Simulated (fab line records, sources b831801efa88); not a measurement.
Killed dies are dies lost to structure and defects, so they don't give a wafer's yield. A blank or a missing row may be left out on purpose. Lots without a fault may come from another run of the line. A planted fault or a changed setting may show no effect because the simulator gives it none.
Which tool did it? | flow sky130 | 24 lots, 72 wafers sampled, at 5 steps of a route of 708

WHAT THE GAUGES READ, wafer by wafer
SKY_VT_ADJUST_HVTP_CD_MEAS_07: target cd 380 nm. Usual: cd_nm 379.2 nm, standard deviation 2.7.
lot  | measured     | on        | cd_nm (nm)        | flag
L074 | day 6 06:19  | cd_sem-01 | 382.7 385.3 381.1 |
L075 | day 6 10:55  | cd_sem-02 | 376.4 377.4 376.0 |
L076 | day 6 12:57  | cd_sem-02 | 377.2 374.6 372.4 |
L077 | day 6 19:35  | cd_sem-01 | 381.4 380.6 384.8 |
L078 | day 7 04:26  | cd_sem-02 | 380.9 382.7 380.9 |
L079 | day 7 08:58  | cd_sem-02 | 381.9 382.4 384.3 |
L080 | day 7 14:59  | cd_sem-02 | 377.5 375.7 376.8 |
L081 | day 7 21:44  | cd_sem-01 | 380.6 380.5 380.0 |
L082 | day 8 04:17  | cd_sem-02 | 381.5 382.4 382.1 |
L083 | day 8 10:33  | cd_sem-01 | 378.3 377.9 376.9 |
L084 | day 8 14:44  | cd_sem-01 | 378.3 378.9 377.3 |
L085 | day 8 22:49  | cd_sem-02 | 380.1 381.0 380.7 |
L086 | day 9 04:26  | cd_sem-02 | 376.2 378.7 377.7 |
L087 | day 9 10:13  | cd_sem-02 | 379.6 379.5 378.5 |
L088 | day 9 17:41  | cd_sem-01 | 381.7 380.3 381.2 |
L089 | day 10 02:41 | cd_sem-02 | 380.1 376.5 376.4 |
L090 | day 10 10:37 | cd_sem-02 | 376.9 380.0 376.1 |
L091 | day 10 14:41 | cd_sem-01 | 382.5 379.9 378.3 |
L092 | day 10 19:29 | cd_sem-02 | 378.9 377.1 374.1 |
L093 | day 11 04:35 | cd_sem-02 | 379.3 380.6 380.2 |
L094 | day 11 12:00 | cd_sem-01 | 379.2 378.6 378.0 |
L095 | day 11 13:35 | cd_sem-02 | 379.4 379.6 378.9 |
L096 | day 11 22:17 | cd_sem-02 | 377.9 375.2 377.7 |
L097 | day 12 03:43 | cd_sem-01 | 376.2 374.4 376.6 |

SKY_METAL5_THK_MEAS_06: measures by xrf. Usual: METAL5_ALCU_THK 1160 nm, standard deviation 9.3.
lot  | measured     | on            | METAL5_ALCU_THK (nm) | flag
L074 | day 42 23:46 | film_metro-02 | 1174 1163 1167       |
L075 | day 43 07:23 | film_metro-01 | 1174 1176 1181       |
L076 | day 43 09:38 | film_metro-01 | 1161 1151 1159       |
L077 | day 43 15:13 | film_metro-04 | 1162 1164 1170       |
L078 | day 44 00:32 | film_metro-02 | 1157 1154 1154       |
L079 | day 44 05:06 | film_metro-01 | 1163 1164 1162       |
L080 | day 44 12:40 | film_metro-01 | 1145 1164 1146       |
L081 | day 44 21:52 | film_metro-01 | 1154 1158 1159       |
L082 | day 45 04:25 | film_metro-02 | 1164 1168 1162       |
L083 | day 45 11:10 | film_metro-04 | 1147 1158 1159       |
L084 | day 45 16:04 | film_metro-01 | 1174 1172 1166       |
L085 | day 46 01:34 | film_metro-02 | 1171 1172 1171       |
L086 | day 46 04:55 | film_metro-04 | 1161 1161 1159       |
L087 | day 46 09:11 | film_metro-01 | 1162 1171 1161       |
L088 | day 46 17:05 | film_metro-01 | 1149 1156 1154       |
L089 | day 46 22:43 | film_metro-01 | 1151 1163 1157       |
L090 | day 47 07:59 | film_metro-01 | 1162 1160 1172       |
L091 | day 47 09:39 | film_metro-02 | 1140 1139 1151       |
L092 | day 47 14:16 | film_metro-04 | 1135 1159 1153       |
L093 | day 48 02:19 | film_metro-02 | 1153 1156 1151       |
L094 | day 48 03:43 | film_metro-04 | 1143 1140 1157       |
L095 | day 48 12:35 | film_metro-01 | 1165 1172 1171       |
L096 | day 48 13:52 | film_metro-02 | 1159 1156 1156       |
L097 | day 48 20:05 | film_metro-04 | 1160 1157 1162       |

WHICH TOOL RAN EACH LOT (tool, then ch and the chambers of the sampled wafers, then the start)
lot  | SKY_SPACER_ETCHBACK_02             | SKY_VIA2_CVD_21               | SKY_METAL3_ETCH_16
L074 | rie_diel-02 ch 0,2, day 23 00:51   | cvd_w-01 ch 0,1, day 36 10:25 | rie_metal-04 ch 0,1, day 38 15:34
L075 | rie_diel-02 ch 0,1,2, day 23 09:53 | cvd_w-02 ch 0,1, day 36 18:39 | rie_metal-04 ch 0,1, day 38 23:40
L076 | rie_diel-02 ch 0,2, day 23 13:32   | cvd_w-01 ch 0,1, day 36 18:59 | rie_metal-02 ch 0,1, day 39 00:02
L077 | rie_diel-02 ch 0,2, day 23 21:54   | cvd_w-01 ch 0,1, day 37 04:08 | rie_metal-02 ch 0,1, day 39 08:22
L078 | rie_diel-02 ch 2,3, day 24 10:27   | cvd_w-02 ch 0,1, day 37 15:27 | rie_metal-04 ch 0, day 39 19:58
L079 | rie_diel-02 ch 1,2,3, day 24 16:16 | cvd_w-01 ch 0,1, day 37 19:10 | rie_metal-03 ch 0,1, day 39 22:22
L080 | rie_diel-03 ch 1,2, day 25 00:53   | cvd_w-02 ch 0, day 38 04:25   | rie_metal-02 ch 0,1, day 40 08:08
L081 | rie_diel-04 ch 0,1,3, day 25 14:03 | cvd_w-01 ch 0,1, day 38 15:59 | rie_metal-02 ch 0,1, day 40 18:49
L082 | rie_diel-04 ch 1,2, day 25 22:48   | cvd_w-01 ch 0,1, day 38 21:03 | rie_metal-04 ch 0,1, day 41 00:18
L083 | rie_diel-03 ch 2, day 26 07:14     | cvd_w-01 ch 1, day 39 05:30   | rie_metal-03 ch 1, day 41 07:52
L084 | rie_diel-03 ch 2,3, day 26 16:34   | cvd_w-02 ch 0,1, day 39 11:29 | rie_metal-02 ch 0,1, day 41 13:45
L085 | rie_diel-04 ch 0,1,3, day 27 01:18 | cvd_w-01 ch 0,1, day 39 22:38 | rie_metal-03 ch 0,1, day 42 00:13
L086 | rie_diel-02 ch 0,1,3, day 27 06:17 | cvd_w-01 ch 0,1, day 40 01:48 | rie_metal-02 ch 0, day 42 03:39
L087 | rie_diel-02 ch 0,1,2, day 27 14:06 | cvd_w-02 ch 0,1, day 40 08:11 | rie_metal-04 ch 0,1, day 42 09:43
L088 | rie_diel-03 ch 0,2, day 27 23:59   | cvd_w-01 ch 0,1, day 40 14:55 | rie_metal-02 ch 0, day 42 16:52
L089 | rie_diel-03 ch 0,3, day 28 09:07   | cvd_w-01 ch 1, day 40 23:59   | rie_metal-04 ch 0,1, day 43 01:12
L090 | rie_diel-02 ch 0,1,3, day 28 21:38 | cvd_w-02 ch 0,1, day 41 10:22 | rie_metal-04 ch 0,1, day 43 10:56
L091 | rie_diel-03 ch 0,2, day 29 00:46   | cvd_w-02 ch 0,1, day 41 11:50 | rie_metal-02 ch 0,1, day 43 12:05
L092 | rie_diel-03 ch 0,2, day 29 07:11   | cvd_w-01 ch 0,1, day 41 19:23 | rie_metal-03 ch 0,1, day 43 19:19
L093 | rie_diel-04 ch 0,1,3, day 29 20:35 | cvd_w-01 ch 0,1, day 42 07:56 | rie_metal-04 ch 0,1, day 44 07:21
L094 | rie_diel-03 ch 1,2, day 30 03:17   | cvd_w-02 ch 0,1, day 42 09:07 | rie_metal-02 ch 0,1, day 44 09:13
L095 | rie_diel-02 ch 0,2,3, day 30 14:09 | cvd_w-02 ch 0,1, day 42 21:52 | rie_metal-04 ch 0,1, day 44 20:39
L096 | rie_diel-04 ch 2,3, day 30 19:36   | cvd_w-01 ch 0, day 43 01:27   | rie_metal-04 ch 0,1, day 44 23:40
L097 | rie_diel-02 ch 0,2,3, day 31 01:46 | cvd_w-02 ch 0,1, day 43 07:47 | rie_metal-04 ch 0,1, day 45 06:52
- SKY_SPACER_ETCHBACK_02: etches Si3N4 in CH3F/O2, stops on SiO2, time 46.7 s, target depth 45 nm.
- SKY_VIA2_CVD_21: deposits W, target thk 420 nm, time 126.4 s.
- SKY_METAL3_ETCH_16: etches BARC in N2/H2, stops on SiO2, time 88.2 s, target depth 60 nm.

WHAT THE TOOLS THEMSELVES READ (means of the sampled wafers that have a number; where no wafer has one, the mark that the record gives instead)
SKY_SPACER_ETCHBACK_02. Usual: drypump_motor_current_A 5.8 A, standard deviation 0.46; oes_product_au 0.854 a.u., standard deviation 0.0062; throttle_valve_pct 10.562 %, standard deviation 0.0087.
lot  | tool        | drypump_motor_current_A (A) | oes_product_au (a.u.) | throttle_valve_pct (%) | flag
L074 | rie_diel-02 | 6.1                         | 0.860                 | 10.571                 |
L075 | rie_diel-02 | 6.2                         | 0.859                 | 10.558                 |
L076 | rie_diel-02 | 6.1                         | 0.857                 | 10.562                 |
L077 | rie_diel-02 | 6.1                         | 0.850                 | 10.564                 |
L078 | rie_diel-02 | 6.0                         | 0.853                 | 10.556                 |
L079 | rie_diel-02 | 6.1                         | 0.862                 | 10.564                 |
L080 | rie_diel-03 | 5.6                         | 0.852                 | 10.561                 |
L081 | rie_diel-04 | 5.9                         | 0.856                 | 10.568                 |
L082 | rie_diel-04 | 6.0                         | 0.855                 | 10.562                 |
L083 | rie_diel-03 | 4.9                         | 0.851                 | 10.553                 |
L084 | rie_diel-03 | 5.5                         | 0.848                 | 10.567                 |
L085 | rie_diel-04 | 5.9                         | 0.854                 | 10.566                 |
L086 | rie_diel-02 | 6.1                         | 0.851                 | 10.573                 |
L087 | rie_diel-02 | 6.2                         | 0.849                 | 10.556                 |
L088 | rie_diel-03 | 5.0                         | 0.844                 | 10.554                 |
L089 | rie_diel-03 | 5.4                         | 0.851                 | 10.564                 |
L090 | rie_diel-02 | 6.1                         | 0.855                 | 10.553                 |
L091 | rie_diel-03 | 4.9                         | 0.856                 | 10.565                 |
L092 | rie_diel-03 | 4.9                         | 0.859                 | 10.562                 |
L093 | rie_diel-04 | 5.9                         | 0.854                 | 10.573                 |
L094 | rie_diel-03 | 5.2                         | 0.856                 | 10.575                 |
L095 | rie_diel-02 | 6.0                         | 0.851                 | 10.562                 |
L096 | rie_diel-04 | 5.6                         | 0.856                 | 10.559                 |
L097 | rie_diel-02 | 6.0                         | 0.855                 | 10.564                 |

SKY_VIA2_CVD_21. Usual: heater_power_w 930 W, standard deviation 95.
lot  | tool     | heater_power_w (W) | flag
L074 | cvd_w-01 | 876                |
L075 | cvd_w-02 | 1053               |
L076 | cvd_w-01 | 876                |
L077 | cvd_w-01 | 886                |
L078 | cvd_w-02 | 1017               |
L079 | cvd_w-01 | 891                |
L080 | cvd_w-02 | 1083               |
L081 | cvd_w-01 | 841                |
L082 | cvd_w-01 | 851                |
L083 | cvd_w-01 | 806                |
L084 | cvd_w-02 | 1014               |
L085 | cvd_w-01 | 879                |
L086 | cvd_w-01 | 850                |
L087 | cvd_w-02 | 1009               |
L088 | cvd_w-01 | 901                |
L089 | cvd_w-01 | 807                |
L090 | cvd_w-02 | 1024               |
L091 | cvd_w-02 | 1011               |
L092 | cvd_w-01 | 896                |
L093 | cvd_w-01 | 849                |
L094 | cvd_w-02 | 1018               |
L095 | cvd_w-02 | 1014               |
L096 | cvd_w-01 | 942                |
L097 | cvd_w-02 | 1017               |

SKY_METAL3_ETCH_16. Usual: drypump_motor_current_A 5.6 A, standard deviation 0.5; oes_product_au 0.625 a.u., standard deviation 0.0041; throttle_valve_pct 13.207 %, standard deviation 0.0091.
lot  | tool         | drypump_motor_current_A (A) | oes_product_au (a.u.) | throttle_valve_pct (%) | flag
L074 | rie_metal-04 | 5.9                         | 0.621                 | 13.205                 |
L075 | rie_metal-04 | 5.9                         | 0.623                 | 13.207                 |
L076 | rie_metal-02 | 5.1                         | 0.623                 | 13.204                 |
L077 | rie_metal-02 | 5.4                         | 0.626                 | 13.204                 |
L078 | rie_metal-04 | 6.0                         | 0.627                 | 13.202                 |
L079 | rie_metal-03 | 5.7                         | 0.628                 | 13.202                 |
L080 | rie_metal-02 | 5.1                         | 0.624                 | 13.203                 |
L081 | rie_metal-02 | 5.1                         | 0.621                 | 13.206                 |
L082 | rie_metal-04 | 5.9                         | 0.628                 | 13.212                 |
L083 | rie_metal-03 | 5.0                         | 0.624                 | 13.215                 |
L084 | rie_metal-02 | 5.4                         | 0.627                 | 13.212                 |
L085 | rie_metal-03 | 5.7                         | 0.624                 | 13.211                 |
L086 | rie_metal-02 | 4.8                         | 0.627                 | 13.220                 |
L087 | rie_metal-04 | 5.9                         | 0.630                 | 13.199                 |
L088 | rie_metal-02 | 4.8                         | 0.626                 | 13.207                 |
L089 | rie_metal-04 | 5.9                         | 0.625                 | 13.209                 |
L090 | rie_metal-04 | 5.9                         | 0.625                 | 13.206                 |
L091 | rie_metal-02 | 5.1                         | 0.629                 | 13.208                 |
L092 | rie_metal-03 | 5.7                         | 0.626                 | 13.210                 |
L093 | rie_metal-04 | 5.9                         | 0.629                 | 13.205                 |
L094 | rie_metal-02 | 5.4                         | 0.626                 | 13.198                 |
L095 | rie_metal-04 | 5.9                         | 0.626                 | 13.211                 |
L096 | rie_metal-04 | 5.9                         | 0.625                 | 13.204                 |
L097 | rie_metal-04 | 5.9                         | 0.623                 | 13.210                 |

THE ANSWER, worked out from the rows above alone
Rule: a lot is off if the mean of its wafers that have a number lies more than 3 standard deviations from the usual mean. A lot without any number at a reading at which 4 lots or more have one is off too. The other lots that the step has rows for count as sound. The gauges are gone through in route order, then the tools' own readings, and for those a lot's mean is taken as printed above. The first step at which some lot is off is used, and at that step the reading that is off furthest; a lot without a number counts as furthest.
No lot is off at any reading shown: from this, nothing can be told.

WHAT THE SIMULATOR HAD PUT IN
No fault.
